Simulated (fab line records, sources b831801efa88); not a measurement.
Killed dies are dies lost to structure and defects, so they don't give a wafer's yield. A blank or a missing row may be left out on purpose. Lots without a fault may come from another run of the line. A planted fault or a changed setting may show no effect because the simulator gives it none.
Problem report in the 8D (eight disciplines) form, filled by code | flow sky130 | the parts of the form that need people (team, actions taken, sign-off) are left out

1. THE PROBLEM
spin_speed_rpm at SKY_VT_ADJUST_LVTN_COAT_13 reads a mean of 3126.1 rpm on 6 wafers of 2 lots; wafers without a fault read 3000.3 rpm with a standard deviation of 1.9. That is +66 standard deviations from the usual mean.
The step: resist thk 1140 nm.
First seen on wafer L617.2, day 12 17:32, on litho_track-02. The record holds 33 wafers of 11 lots with a number at this step. Rule for "out", or "out of limits": more than 4 standard deviations from the usual mean. The other wafers with a number count as sound.

2. WHAT IT IS AND WHAT IT IS NOT
question                    | is                     | is not
which readings at this step | spin_speed_rpm         | resist_line_temp_C
which lots                  | L617, L619             | L600, L601, L604, L607, L608, L609, L615, L618, L620
which wafers of those lots  | all that have a number | -
read on which tools         | litho_track-02         | litho_track-01, litho_track-03
when                        | from day 12 17:32      | up to then (21 sound wafers); but 6 sound wafers of L618, L620 came after

3. SUSPECTS, AND WHAT RULES EACH OUT
Counting: a tool at a process step up to the reading stays a suspect if it ran every lot that is out and no sound lot after the first of them.
- plasma_asher-01 at SKY_VT_ADJUST_HVTP_STRIP_10 (strips in O2/N2): kept. It ran every lot that is out, first L617 (day 11 05:50), and no sound lot after that; its last sound lot up to then is L600 (day 5 22:14).
- litho_track-02 at SKY_VT_ADJUST_LVTN_COAT_13 (resist thk 1140 nm): kept. It ran every lot that is out, first L617 (day 12 17:32), and no sound lot after that; its last sound lot up to then is L608 (day 10 12:11). Its own readings are out on those wafers: spin_speed_rpm.
Left after counting: plasma_asher-01 at SKY_VT_ADJUST_HVTP_STRIP_10, litho_track-02 at SKY_VT_ADJUST_LVTN_COAT_13.

4. THE CAUSE (what the simulator had put in)
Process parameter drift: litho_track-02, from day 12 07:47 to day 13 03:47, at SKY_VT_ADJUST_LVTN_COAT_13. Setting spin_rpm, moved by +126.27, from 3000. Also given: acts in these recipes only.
Counting left 2 suspects, and this tool is among them.

5. THE CHAIN OF EFFECTS, in route order
Each row: a reading whose mean over the struck wafers that have a number lies more than 3 standard deviations from the usual. Only readings for which the record gives a usual standard deviation are gone through. hours: the time from each lot's start at the first step in this table that gives one to its start at this step, as a median over the lots. sigmas: the change in usual standard deviations.
hours | step                        | reading                  | usual      | on struck wafers | change | sigmas
0     | SKY_VT_ADJUST_LVTN_COAT_13  | spin_speed_rpm           | 3000.3 rpm | 3126.1           | +125.8 | +66
13    | SKY_VT_ADJUST_LVTN_STRIP_20 | strip_time_to_endpoint_s | 14.18 s    | 13.88            | -0.30  | -7.3
The process steps in it:
- SKY_VT_ADJUST_LVTN_COAT_13: resist thk 1140 nm.
- SKY_VT_ADJUST_LVTN_STRIP_20: strips in O2/N2.
Later measuring or inspecting steps at which every struck wafer that the step has a row for has a number for every such reading, and none has moved that far: SKY_CONTACT_CD_MEAS_14.

6. WHAT WOULD HAVE CAUGHT IT SOONER
In this record the first reading out of limits was taken at day 12 17:32, 10 hours after the fault began at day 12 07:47.
